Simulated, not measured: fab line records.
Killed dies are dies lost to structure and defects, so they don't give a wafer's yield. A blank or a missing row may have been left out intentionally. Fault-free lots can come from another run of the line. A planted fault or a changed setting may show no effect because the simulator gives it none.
What tool caused it?	flow sky130	45 wafers from 15 lots sampled at 2 of the route's 708 steps

## WHAT THE GAUGES SHOWED, per wafer
No reading from a measuring or inspecting step in the record can be judged against a usual standard deviation.

## TOOL THAT RAN EACH LOT (tool first, then ch and the chambers of the sampled wafers, then the start)
lot	SKY_FIELD_ISO_OXIDATION_01	SKY_NWELL_CLEAN_00
L840	furnace-02 ch 0, day 1 20:07	wet-bench-01 ch 2, day 2 18:19
L842	furnace-01 ch 0, day 2 07:05	wet-bench-02 ch 2, day 3 09:27
L844	furnace-02 ch 0, day 2 16:07	wet-bench-04 ch 1, day 3 16:02
L846	furnace-01, day 3 04:19	-
L847	furnace-01, day 3 08:35	-
L848	furnace-01, day 3 12:51	-
L852	furnace-01 ch 0, day 4 09:14	wet-bench-04 ch 2, day 5 11:32
L853	furnace-01 ch 0, day 4 14:02	wet-bench-02 ch 0, day 5 22:25
L854	furnace-02 ch 0, day 4 18:16	wet-bench-01 ch 0, day 6 03:04
L855	furnace-02 ch 0, day 4 23:07	wet-bench-02 ch 3, day 6 04:27
L856	furnace-01 ch 0, day 5 04:44	wet-bench-04 ch 2, day 6 08:25
L857	furnace-02 ch 0, day 5 10:25	wet-bench-01 ch 0, day 6 16:36
L858	furnace-02 ch 0, day 5 17:26	wet-bench-02 ch 0, day 6 21:00
L859	furnace-02 ch 0, day 5 21:29	wet-bench-04 ch 1, day 7 02:25
L860	furnace-02 ch 0, day 6 01:34	wet-bench-01 ch 3, day 7 06:30
- SKY_FIELD_ISO_OXIDATION_01: stabilise 600 s, purge 300 s, target thk 12 nm.
- SKY_NWELL_CLEAN_00: cleans in SC1/SC2, time 150 s.

## WHAT THE TOOLS THEMSELVES READ (means of the sampled wafers that have a number; where no wafer has one, the mark that the record gives instead)
SKY_FIELD_ISO_OXIDATION_01.
lot	tool	ox-temp-c (C)	ox-temp-c-max	tube-center-temp-C (C)	zone-power-centre-pct (%)
L840	furnace-02	900.6	905.8	899.96	15.7
L842	furnace-01	900.0	903.3	900.06	14.5
L844	furnace-02	900.1	904.8	899.91	15.8
L846	furnace-01	-	-	-	-
L847	furnace-01	-	-	-	-
L848	furnace-01	-	-	-	-
L852	furnace-01	900.4	903.7	899.96	14.4
L853	furnace-01	900.6	904.0	899.96	14.4
L854	furnace-02	899.8	905.0	899.95	15.8
L855	furnace-02	900.4	905.2	900.00	15.9
L856	furnace-01	900.2	903.6	900.02	14.5
L857	furnace-02	899.8	904.5	899.95	15.8
L858	furnace-02	899.7	905.4	899.93	15.8
L859	furnace-02	900.1	905.1	900.06	15.7
L860	furnace-02	900.1	905.6	900.02	15.7

## THE ANSWER, worked out from the rows above alone
Rule: usual is defined by the lots themselves. The widest of any qualifying gaps counts: lots, ordered by their means at a reading, are off when they make up no more than a third of the lots, leave a main group of 4 or more, and stand apart from it by 3 or more times the standard deviation of that group's means. A main group whose means are all the same, to the digits that the tables above print for the reading, isn't used. Also off: a lot with no number at a reading for which 4 or more lots have one. The other lots that the step has rows for count as sound. The gauges are gone through in route order, then the tools' own readings, and for those a lot's mean is taken as printed above. At the first step where some lot is off, the reading lying furthest off is the one used; lots without a number count as furthest.
Off, at SKY_FIELD_ISO_OXIDATION_01 on ox-temp-c: L846, L847, L848. Without a number there: L846, L847, L848. For the main group the mean is 900.1 C and the standard deviation 0.29.
If a tool, at that step or one of the process steps before it, ran each lot that is off and ran no sound lot following the first of them, it fits. Of those tried, none fits.

## WHAT THE SIMULATOR PUT IN
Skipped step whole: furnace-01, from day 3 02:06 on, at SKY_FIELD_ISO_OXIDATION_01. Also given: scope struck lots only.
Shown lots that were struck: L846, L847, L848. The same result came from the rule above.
